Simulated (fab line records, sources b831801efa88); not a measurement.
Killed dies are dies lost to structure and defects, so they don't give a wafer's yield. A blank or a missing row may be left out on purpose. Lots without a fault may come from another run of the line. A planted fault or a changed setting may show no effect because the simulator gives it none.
fab line records | flow sky130
record lots=6 wafers=18 last_day=50
route steps=708 shown VIA1@467 PAD_OPEN@708
lots that met no fault: from a run of the same line without faults
start_h: hours from the record's first day to the start of the lot's first wafer shown | wait_h: hours since the lot's step before | " the same as in the row above | L1.1+2: a row that stands for several wafers | - no value, or no start given | * or withheld: withheld | < > ~ a bound
route shown NAME@n: a module of which the file shows steps, and the number in the route of the first | usual: mean/standard deviation of fault-free wafers | same: alike in all rows | chamber/n: place in a boat | sites: the reading at each site | _std_site: their standard deviation | _edge_site: outer sites' mean less inner sites' | radius_mm: how far each site lies from the wafer's centre | mask NAME#n: copy n | behind: the tool/chamber that last shaped the wafer | hold: why the lot was held/for how many hours/how that ended | device: the transistor (n, p or np) that didn't switch | end of line: the same wafers' tests at the end of the route | a step without rows: its recipe alone | killed: dies lost to structure and defects at the first sort, not the wafer's yield | map: a wafer's dies, x killed, . not, _ none there
set.NAME: the setting as run; set.NAME@STEP: as run at that earlier step | model.NAME: the simulator's own value behind a step, which no gauge read
lots at some steps of the route; a table a step, a row a wafer
services: from which hour (start_h, from the record's first day; less than 0 if before it) a tool's chamber was out of use, for how many hours, and why
## steps
# step SKY_VIA1_EXPOSE_09
# recipe mask_id=VIM na=0.8 source_shape=annular sigma_inner=0.55 sigma_outer=0.85 target_cd_nm=150 dose_mj=38
# step SKY_VIA1_PEB_10
# recipe peb_temp_c=withheld peb_time_s=withheld resist=KrF-thick
# step SKY_VIA1_DEVELOP_11
# recipe develop_time_s=60 resist=KrF-thick dev_temp_c=21
# step SKY_VIA1_CD_MEAS_12
# recipe target_cd_nm=150
# usual cd_nm=150.1/1.6
# columns lot.wafer tool chamber start_h wait_h cd_nm
L444.1 cd_sem-02 - 809.58 - 150.7
L444.2 " - " " 150.4
L444.5 " - " " 150.5
L447.3 cd_sem-02 - 833.17 - 147.2
L447.4 " - " " 150.1
L447.5 " - " " 149.5
L448.1 cd_sem-01 - 841.13 - 149.8
L448.2 " - " " 150.1
L448.5 " - " " 150.3
L457.2 cd_sem-01 - 899.56 - 149.5
L457.3 " - " " 149.3
L457.4 " - " " 149.0
L460.2 cd_sem-02 - 918.74 - 150.1
L460.3 " - " " 149.8
L460.6 " - " " 150.9
L465.1 cd_sem-01 - 958.09 - 147.4
L465.2 " - " " 149.3
L465.4 " - " " 147.8
# step SKY_VIA1_OVL_MEAS_13
# usual VIA1_OVL=4/5.3
# columns lot.wafer tool chamber start_h wait_h VIA1_OVL[nm]
L444.1 overlay-02 - 809.70 0.1 3
L444.2 " - " " -2
L444.5 " - " " 8
L447.3 overlay-01 - 833.27 0.1 5
L447.4 " - " " 8
L447.5 " - " " 4
L448.1 overlay-02 - 841.25 0.1 5
L448.2 " - " " 0
L448.5 " - " " 5
L457.2 overlay-01 - 899.66 0.1 6
L457.3 " - " " 7
L457.4 " - " " 5
L460.2 overlay-01 - 918.85 0.1 -8
L460.3 " - " " -1
L460.6 " - " " -2
L465.1 overlay-01 - 958.21 0.1 2
L465.2 " - " " 1
L465.4 " - " " 2
# step SKY_VIA1_ETCH_14
# recipe chemistry=N2/H2 target=BARC ion_energy_ev=200 source_w=500 bias_w=100 pressure_mtorr=30 n2_flow_sccm=100 h2_flow_sccm=200 stop_on=SiO2 time_s=45.9 target_depth_a=600
# usual bias_w=100.02/0.29 drypump_motor_current_A=5.7/0.39 oes_product_au=0.854/0.0047 throttle_valve_pct=13.226/0.009
# columns lot.wafer tool chamber start_h wait_h bias_w drypump_motor_current_A oes_product_au rf_hours_counter_h throttle_valve_pct
L444.1 rie_diel-03 3 809.74 0.0 99.83 5.5 0.847 13 13.229
L444.2 " 0 " " 100.19 5.6 0.857 13 13.221
L444.5 " 3 " " 100.09 5.5 0.860 - 13.205
L447.3 rie_diel-03 0 833.29 0.0 100.30 5.6 0.854 14 13.234
L447.4 " 1 " " 99.68 5.9 0.857 - 13.219
L447.5 " 0 " " 100.20 5.6 0.852 - 13.215
L448.1 rie_diel-04 3 841.29 0.0 99.65 6.1 0.856 4 13.234
L448.2 " 2 " " 99.66 6.2 0.853 6 13.231
L448.5 " 1 " " 99.69 5.6 0.855 - 13.228
L457.2 rie_diel-03 0 899.69 0.0 100.07 5.6 0.845 16 13.231
L457.3 " 2 " " 100.19 6.4 0.850 9 13.207
L457.4 " 1 " " 99.96 5.9 0.854 25 13.231
L460.2 rie_diel-02 1 918.88 0.0 100.46 5.7 0.867 20 13.216
L460.3 " 0 " " 99.79 5.5 0.856 1 13.234
L460.6 " 0 " " 100.15 5.5 0.854 - 13.217
L465.1 rie_diel-04 2 958.24 0.0 99.96 6.3 0.857 9 13.209
L465.2 " 0 " " 100.15 5.1 0.852 0 13.221
L465.4 " 3 " " 99.81 6.1 0.860 7 13.237
# step SKY_VIA1_ETCH_15
# recipe target=SiO2 chemistry=C4F8/O2/Ar target_depth_nm=351 stop_on=TiN mask_material=KrF-thick source_w=1500 bias_w=1200 pressure_mtorr=40 c4f8_flow_sccm=withheld O2_flow_sccm=6 Ar_flow_sccm=300 time_s=54
# usual bias_w=1200/3.3 oes_product_au=0.980/0.0053
# columns lot.wafer tool chamber start_h wait_h bias_w oes_product_au rf_hours_counter_h
L444.1 rie_diel-03 3 809.78 0.0 1203 0.987 13
L444.2 " 0 " " 1198 0.978 13
L444.5 " 3 " " 1205 0.980 -
L447.3 rie_diel-03 0 833.33 0.0 1201 0.976 14
L447.4 " 1 " " 1198 0.970 -
L447.5 " 0 " " 1195 0.979 -
L448.1 rie_diel-04 3 841.33 0.0 1197 0.980 4
L448.2 " 2 " " 1201 0.977 6
L448.5 " 1 " " 1202 0.983 -
L457.2 rie_diel-03 0 899.73 0.0 1202 0.986 16
L457.3 " 2 " " 1201 0.973 9
L457.4 " 1 " " 1198 0.974 25
L460.2 rie_diel-02 1 918.92 0.0 1203 0.980 20
L460.3 " 0 " " 1201 0.981 1
L460.6 " 0 " " 1200 0.982 -
L465.1 rie_diel-04 2 958.28 0.0 1198 0.983 9
L465.2 " 0 " " 1197 0.973 0
L465.4 " 3 " " 1199 0.996 7
# step SKY_VIA1_STRIP_16
# recipe chemistry=O2/N2 power_w=1400 pressure_mtorr=1500 platen_temp_c=withheld o2_flow_sccm=3000 n2_flow_sccm=300 overash_fraction=0.5
# usual drypump_motor_current_A=5.7/0.35 oes_product_au=0.416/0.0045 strip_time_to_endpoint_s=4.455/0.017
# columns lot.wafer tool chamber start_h wait_h drypump_motor_current_A oes_product_au rf_hours_counter_h strip_time_to_endpoint_s
L444.1 plasma_asher-03 0 809.83 0.0 6.2 0.418 103 4.450
L444.2 " 1 " " 5.2 0.417 103 4.493
L444.5 " 0 " " 6.2 0.419 - 4.418
L447.3 plasma_asher-03 1 833.41 0.1 5.2 0.412 - 4.454
L447.4 " 0 " " 6.2 0.411 - 4.458
L447.5 " 0 " " 6.2 0.418 - 4.436
L448.1 plasma_asher-01 1 841.38 0.0 5.9 0.415 10 4.464
L448.2 " 0 " " 5.7 0.415 10 4.455
L448.5 " 0 " " 5.7 0.421 - 4.473
L457.2 plasma_asher-03 0 899.78 0.0 6.2 0.426 112 4.486
L457.3 " 0 " " 6.2 0.415 - 4.451
L457.4 " 1 " " 5.2 0.417 - 4.487
L460.2 plasma_asher-03 1 918.97 0.0 5.2 0.420 115 4.468
L460.3 " 0 " " 6.2 0.412 - 4.462
L460.6 " 0 " " 6.2 0.417 - 4.441
L465.1 plasma_asher-04 0 958.33 0.0 5.7 0.408 53 4.468
L465.2 " 1 " " 5.7 0.415 53 4.471
L465.4 " 1 " " 5.7 0.416 - 4.470
# step SKY_VIA1_STRIP_17
# recipe chemistry=post_etch_residue_remover time_s=1200 temp_c=72.5
# step SKY_VIA1_CLEAN_18
# recipe chemistry=IPA time_s=180 temp_c=25
# step SKY_VIA1_CLEAN_19
# recipe chemistry=O3/DIW dry=n2_spin
# step SKY_VIA1_SPUTTER_20
# recipe material=TiN target_thk_nm=20 chamber_pressure_pa=5 power_w=4000 time_s=80
# usual cathode_dc_power_W=3999.9/0.77 chamber_pressure_pa=4.999/0.0092 throttle_valve_pct=30.1/1
# columns lot.wafer tool chamber start_h wait_h cathode_dc_power_W chamber_pressure_pa throttle_valve_pct
L444.1 pvd_sputter-04 - 810.43 0.0 4000.5 4.989 30.9
L444.2 " - " " 3999.7 5.004 29.6
L444.5 " - " " 3999.9 5.000 31.0
L447.3 pvd_sputter-04 - 833.97 0.0 4000.7 4.990 30.7
L447.4 " - " " 4000.1 4.998 31.0
L447.5 " - " " 4000.2 4.997 31.1
L448.1 pvd_sputter-02 - 841.97 0.0 3999.3 5.019 28.8
L448.2 " - " " 4000.4 4.983 31.9
L448.5 " - " " 3998.4 4.990 29.1
L457.2 pvd_sputter-04 - 900.39 0.0 4000.6 4.985 29.5
L457.3 " - " " 3999.0 4.998 30.4
L457.4 " - " " 3999.3 4.998 30.9
L460.2 pvd_sputter-04 - 919.56 0.0 3999.0 4.989 30.8
L460.3 " - " " 3999.8 5.009 30.9
L460.6 " - " " 4000.7 4.994 30.8
L465.1 pvd_sputter-04 - 958.93 0.0 3999.0 4.994 29.4
L465.2 " - " " 3999.3 5.008 30.6
L465.4 " - " " 4000.6 4.992 31.0
# step SKY_VIA1_CVD_21
# recipe material=W target_thk_nm=270 time_s=80.902 temp_c=400 pressure_torr=40
# usual heater_power_w=805/110 susceptor_temp_C=400.02/0.23
# columns lot.wafer tool chamber start_h wait_h heater_power_w since_wet_clean_h susceptor_temp_C model.W_of_VIA1_CVD_21.thk_nm
L444.1 cvd_w-01 0 810.49 0.0 817 906 400.03 268.6
L444.2 " 1 " " 663 906 400.38 267.9
L444.5 " 0 " " 818 - 399.95 267.8
L447.3 cvd_w-01 1 834.06 0.1 686 - 400.36 247.9
L447.4 " 0 " " 813 - 400.01 265.6
L447.5 " 1 " " 654 - 400.18 269.4
L448.1 cvd_w-01 1 842.03 0.0 663 938 399.89 243.1
L448.2 " 0 " " 814 938 399.82 262.3
L448.5 " 0 " " 816 - 399.98 261.6
L457.2 cvd_w-01 0 900.45 0.0 809 996 400.10 264.5
L457.3 " 1 " " 669 - 400.07 265.2
L457.4 " 0 " " 794 - 400.24 263.4
L460.2 cvd_w-01 1 919.75 0.2 673 2 399.92 267.3
L460.3 " 1 " " 672 - 399.75 269
L460.6 " 1 " " 646 - 400.09 263.1
L465.1 cvd_w-02 1 958.99 0.0 947 555 400.14 271.5
L465.2 " 0 " " 926 555 399.86 268.7
L465.4 " 1 " " 943 - 400.45 272.4
# step SKY_VIA1_RS_MEAS_22
# recipe thk_meas_gauge=four-point-probe reads=W_of_VIA1_CVD_21+TiN_of_VIA1_SPUTTER_20
# usual VIA1_W_RS=0.431/0.0045
# columns lot.wafer tool chamber start_h wait_h VIA1_W_RS[ohm/sq]
L444.1 film_metro-04 - 810.58 0.1 0.428
L444.2 " - " " 0.429
L444.5 " - " " 0.430
L447.3 film_metro-04 - 834.16 0.1 0.465
L447.4 " - " " 0.433
L447.5 " - " " 0.427
L448.1 film_metro-04 - 842.12 0.1 0.474
L448.2 " - " " 0.439
L448.5 " - " " 0.440
L457.2 film_metro-03 - 900.56 0.1 0.436
L457.3 " - " " 0.433
L457.4 " - " " 0.438
L460.2 film_metro-03 - 919.86 0.1 0.432
L460.3 " - " " 0.428
L460.6 " - " " 0.438
L465.1 film_metro-01 - 959.09 0.1 0.424
L465.2 " - " " 0.430
L465.4 " - " " 0.423
# step SKY_VIA1_THK_MEAS_23
# recipe thk_meas_gauge=xrf reads=W_of_VIA1_CVD_21
# usual VIA1_W_THK=278/4
# columns lot.wafer tool chamber start_h wait_h VIA1_W_THK[nm]
L444.1 film_metro-04 - 810.70 0.1 281
L444.2 " - " " 282
L444.5 " - " " 279
L447.3 film_metro-04 - 834.26 0.1 258
L447.4 " - " " 277
L447.5 " - " " 282
L448.1 film_metro-04 - 842.24 0.1 254
L448.2 " - " " 277
L448.5 " - " " 275
L457.2 film_metro-03 - 900.67 0.1 270
L457.3 " - " " 271
L457.4 " - " " 271
L460.2 film_metro-03 - 919.97 0.1 275
L460.3 " - " " 275
L460.6 " - " " 272
L465.1 film_metro-01 - 959.21 0.1 281
L465.2 " - " " 279
L465.4 " - " " 280
# step SKY_VIA1_CMP_24
# recipe stop_on=SiO2 t_overpolish_s=15 down_force_psi=3.5 platen_rpm=60 target_thk_nm=0 pad_velocity_m_s=0.94248
# usual motor_current_A=11.1/0.75
# columns lot.wafer tool chamber start_h wait_h motor_current_A
L444.2 cmp-01 2 810.76 0.0 10.4
L444.1 " 1 " " 12.8
L444.5 " 2 " " 9.8
L447.4 cmp-01 2 834.30 0.0 10.4
L447.3 " 0 " " 10.7
L447.5 " 2 " " 10.2
L448.2 cmp-02 3 842.30 0.0 11.2
L448.1 " 1 " " 11.2
L448.5 " 3 " " 10.5
L457.2 cmp-02 1 900.72 0.0 10.5
L457.3 " 2 " " 12.7
L457.4 " 3 " " 11.0
L460.2 cmp-02 0 920.12 0.1 10.7
L460.3 " 1 " " 10.9
L460.6 " 3 " " 11.1
L465.2 cmp-01 0 959.27 0.0 10.6
L465.1 " 2 " " 10.2
L465.4 " 3 " " 10.9
# step SKY_PAD_OPEN_PROBE_99
# usual defect_limited_yield=82.5/1.9 killed_at_M0_to_M3=44/7.2 killed_at_M4_up=3.1/1.7 killed_at_contacts=25/5.1 killed_at_front_end=14/4.6 killed_at_other=0.3/0.59 killed_dies=86/9.6 killed_on_rim=17/4.1 killed_open=47/7.4 killed_short=39/6 sort_bin_3_pad_short=0.8/0.4 sort_bin_5_function=10.4/1.5 sort_bin_6_memory=6.2/1.1 sort_n_pass=406/9.6 sort_yield_pct=82.5/1.9
# same gross_dies=492 killed_at_back_side=0 sort_bin_4_leakage[%]=0 sort_bin_8_speed[%]=0
# columns lot.wafer tool chamber start_h wait_h defect_limited_yield[%] killed_at_M0_to_M3 killed_at_M4_up killed_at_contacts killed_at_front_end killed_at_other killed_dies killed_on_rim killed_open killed_short sort_bin_3_pad_short[%] sort_bin_5_function[%] sort_bin_6_memory[%] sort_n_pass sort_yield_pct[%]
L444.1 prober-02 - 1086.87 0.1 81.9 43 2 28 16 0 89 18 49 40 1.0 11.4 5.7 403 81.9
L444.2 prober-02 - 1086.92 0.1 84.8 27 2 27 19 0 75 11 37 38 0.6 10.0 4.7 417 84.8
L444.5 prober-02 - 1087.07 0.2 82.3 39 6 25 17 0 87 17 53 34 0.6 10.6 6.5 405 82.3
L447.3 prober-01 - 1105.73 0.2 85.6 37 0 19 13 2 71 6 32 39 0.6 6.5 7.3 421 85.6
L447.4 prober-01 - 1105.78 0.2 85.8 41 1 23 4 1 70 11 36 34 0.2 9.1 4.9 422 85.8
L447.5 prober-01 - 1105.83 0.2 80.3 49 3 27 18 0 97 14 50 47 1.0 12.0 6.7 395 80.3
L448.1 prober-02 - 1109.70 0.1 82.3 49 3 21 14 0 87 25 46 41 1.0 10.0 6.7 405 82.3
L448.2 prober-02 - 1109.75 0.1 83.7 46 3 27 4 0 80 22 52 28 1.0 9.3 5.9 412 83.7
L448.5 prober-02 - 1109.90 0.2 85.2 38 1 24 10 0 73 12 31 42 0.8 7.7 6.3 419 85.2
L457.2 prober-01 - 1157.53 0.1 84.3 29 5 31 12 0 77 16 46 31 1.0 10.2 4.5 415 84.3
L457.3 prober-01 - 1157.58 0.2 82.5 53 2 20 11 0 86 16 49 37 0.8 10.6 6.1 406 82.5
L457.4 prober-01 - 1157.63 0.2 82.3 46 3 26 12 0 87 17 54 33 0.6 10.6 6.5 405 82.3
L460.2 prober-02 - 1167.76 0.1 81.3 44 3 31 13 1 92 17 51 41 0.8 10.2 7.7 400 81.3
L460.3 prober-02 - 1167.81 0.2 81.5 52 2 19 18 0 91 24 46 45 1.2 9.3 7.9 401 81.5
L460.6 prober-02 - 1167.96 0.2 82.3 46 4 22 14 1 87 21 47 40 1.0 9.1 7.5 405 82.3
L465.1 prober-02 - 1195.45 0.1 80.3 42 4 34 16 1 97 15 51 46 1.0 10.8 7.9 395 80.3
L465.2 prober-02 - 1195.50 0.1 84.3 38 5 19 15 0 77 16 37 40 0.4 11.0 4.3 415 84.3
L465.4 prober-02 - 1195.60 0.2 83.1 39 4 21 19 0 83 20 42 41 0.8 11.0 5.1 409 83.1
# killed by level:class
L444.1 LI_CONTACT:geometric_particle:open=8 VIA2:geometric_particle:open=7 VIA3:geometric_particle:open=7 POLY_GATE:geometric_particle:open=6 CONTACT:geometric_particle:open=6 FIELD_ISO:geometric_particle:open=5 CONTACT:geometric_particle:short=5 METAL1:geometric_particle:short=5
L444.2 CONTACT:geometric_particle:open=8 LI_CONTACT:geometric_particle:open=7 CONTACT:geometric_particle:short=7 VIA1:geometric_particle:open=6 FIELD_ISO:geometric_particle:open=5 POLY_GATE:geometric_particle:open=5 METAL1:geometric_particle:short=5 LOCAL_INTERCONNECT:geometric_particle:short=4
L444.5 CONTACT:geometric_particle:open=12 VIA1:geometric_particle:open=11 VIA3:geometric_particle:open=9 POLY_GATE:geometric_particle:short=6 LI_CONTACT:geometric_particle:open=6 METAL4:geometric_particle:short=5 VIA1:geometric_particle:short=5 FIELD_ISO:geometric_particle:short=4
L447.3 FIELD_ISO:geometric_particle:short=6 METAL1:geometric_particle:short=6 VIA1:geometric_particle:open=6 VIA2:geometric_particle:open=6 CONTACT:geometric_particle:short=5 CONTACT:geometric_particle:open=5 VIA3:geometric_particle:short=5 LOCAL_INTERCONNECT:geometric_particle:short=4
L447.4 CONTACT:geometric_particle:open=12 VIA3:geometric_particle:short=7 VIA1:geometric_particle:open=6 VIA3:geometric_particle:open=6 VIA2:geometric_particle:open=6 CONTACT:geometric_particle:short=4 VIA1:geometric_particle:short=4 METAL2:geometric_particle:short=4
L447.5 VIA1:geometric_particle:open=11 CONTACT:geometric_particle:open=8 VIA3:geometric_particle:open=8 LI_CONTACT:geometric_particle:open=7 VIA1:geometric_particle:short=7 CONTACT:geometric_particle:short=6 VIA2:geometric_particle:short=5 METAL1:geometric_particle:short=5
L448.1 VIA1:geometric_particle:open=11 CONTACT:geometric_particle:open=8 METAL2:geometric_particle:short=7 FIELD_ISO:geometric_particle:open=6 VIA2:geometric_particle:open=6 CONTACT:geometric_particle:short=5 VIA2:geometric_particle:short=5 VIA1:geometric_particle:short=4
L448.2 CONTACT:geometric_particle:open=16 VIA1:geometric_particle:open=11 VIA2:geometric_particle:open=9 LI_CONTACT:geometric_particle:open=6 METAL2:geometric_particle:short=6 METAL3:geometric_particle:short=5 VIA3:geometric_particle:open=5 METAL1:geometric_particle:short=4
L448.5 CONTACT:geometric_particle:short=8 VIA1:geometric_particle:open=7 LI_CONTACT:geometric_particle:open=6 CONTACT:geometric_particle:open=6 METAL1:geometric_particle:short=6 METAL3:geometric_particle:short=5 VIA3:geometric_particle:open=5 VIA1:geometric_particle:short=5
L457.2 LI_CONTACT:geometric_particle:open=14 VIA2:geometric_particle:open=8 CONTACT:geometric_particle:open=7 VIA1:geometric_particle:open=6 FIELD_ISO:geometric_particle:open=5 METAL4:geometric_particle:short=4 CONTACT:geometric_particle:short=4 FIELD_ISO:geometric_particle:short=3
L457.3 METAL1:geometric_particle:short=11 VIA2:geometric_particle:open=9 VIA3:geometric_particle:open=8 VIA1:geometric_particle:open=7 CONTACT:geometric_particle:open=6 VIA2:geometric_particle:short=6 FIELD_ISO:geometric_particle:short=5 LI_CONTACT:geometric_particle:open=4
L457.4 VIA1:geometric_particle:open=14 LI_CONTACT:geometric_particle:open=10 VIA2:geometric_particle:open=8 METAL2:geometric_particle:short=8 CONTACT:geometric_particle:open=7 LOCAL_INTERCONNECT:geometric_particle:short=5 FIELD_ISO:geometric_particle:short=4 VIA2:geometric_particle:short=4
L460.2 CONTACT:geometric_particle:open=11 LI_CONTACT:geometric_particle:open=9 VIA2:geometric_particle:open=8 CONTACT:geometric_particle:short=6 VIA1:geometric_particle:short=6 METAL2:geometric_particle:short=5 METAL1:geometric_particle:short=5 VIA1:geometric_particle:open=5
L460.3 VIA1:geometric_particle:open=17 CONTACT:geometric_particle:open=11 METAL3:geometric_particle:short=9 METAL2:geometric_particle:short=5 FIELD_ISO:geometric_particle:open=4 POLY_GATE:geometric_particle:short=4 CONTACT:geometric_particle:short=4 VIA1:geometric_particle:short=4
L460.6 VIA1:geometric_particle:open=13 LI_CONTACT:geometric_particle:open=8 VIA2:geometric_particle:open=8 VIA3:geometric_particle:open=6 METAL2:geometric_particle:short=5 VIA3:geometric_particle:short=5 FIELD_ISO:geometric_particle:open=4 CONTACT:geometric_particle:short=4
L465.1 CONTACT:geometric_particle:open=13 LI_CONTACT:geometric_particle:open=10 METAL1:geometric_particle:short=10 LOCAL_INTERCONNECT:geometric_particle:short=7 VIA3:geometric_particle:open=6 VIA1:geometric_particle:open=5 VIA2:geometric_particle:open=5 VIA2:geometric_particle:short=4
L465.2 LI_CONTACT:geometric_particle:open=9 VIA2:geometric_particle:open=8 VIA3:geometric_particle:short=7 POLY_GATE:geometric_particle:short=5 METAL2:geometric_particle:short=5 POLY_GATE:geometric_particle:open=4 CONTACT:geometric_particle:open=4 METAL1:geometric_particle:short=4
L465.4 LI_CONTACT:geometric_particle:open=11 METAL1:geometric_particle:short=8 VIA1:geometric_particle:open=8 POLY_GATE:geometric_particle:short=7 VIA1:geometric_particle:short=7 VIA2:geometric_particle:open=6 FIELD_ISO:geometric_particle:open=5 METAL4:geometric_particle:short=4
## services
# columns tool chamber start_h hours kind
rie_diel-04 1 799.18 4.8 repair
cvd_w-01 - 803.52 1.1 repair
rie_diel-04 2 808.28 3.8 repair
rie_diel-03 1 814.03 10.9 repair
rie_diel-03 2 815.28 19.9 repair
cmp-02 - 815.39 3.4 repair
rie_diel-02 2 817.34 3.7 repair
cmp-02 - 830.64 2.1 repair
cmp-01 - 835.15 3.0 repair
rie_diel-02 1 842.27 3.7 repair
rie_diel-03 3 846.48 13.8 repair
rie_diel-02 2 848.65 2.1 repair
cmp-02 - 852.74 4.4 repair
rie_diel-02 0 861.06 7.7 repair
rie_diel-02 - 874.58 0.8 repair
cvd_w-01 - 904.00 14.0 pm
rie_diel-04 0 904.07 15.2 repair
rie_diel-04 3 906.98 12.1 repair
cvd_w-01 - 908.54 2.8 repair
cmp-02 - 912.04 4.0 pm
rie_diel-04 - 917.70 1.0 repair
cmp-01 - 922.99 6.4 pm
rie_diel-03 2 948.59 1.4 repair
cmp-02 - 948.74 3.8 repair
## key
first_sign step=SKY_VIA1_RS_MEAS_22 reading=VIA1_W_RS direction=up sigmas=8.7 usual=0.431 struck=0.469
effect step=SKY_VIA1_THK_MEAS_23 reading=VIA1_W_THK direction=down sigmas=5.6 usual=278 struck=256
model_effect step=SKY_VIA1_CVD_21 value=W_of_VIA1_CVD_21.thk_nm without=266 struck=245.5
met_at SKY_VIA1_CVD_21
struck_wafers L447.3,L448.1
onset_between 810.49 834.06
fault kind=process_parameter_drift tool=cvd_w-01 chamber=- onset_h=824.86 steps=SKY_VIA1_CVD_21 channel=target_thk_nm offset=-20.533 shape=step end_h=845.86 scope=struck_wafers_only acts_in=these_recipes_only stated=270
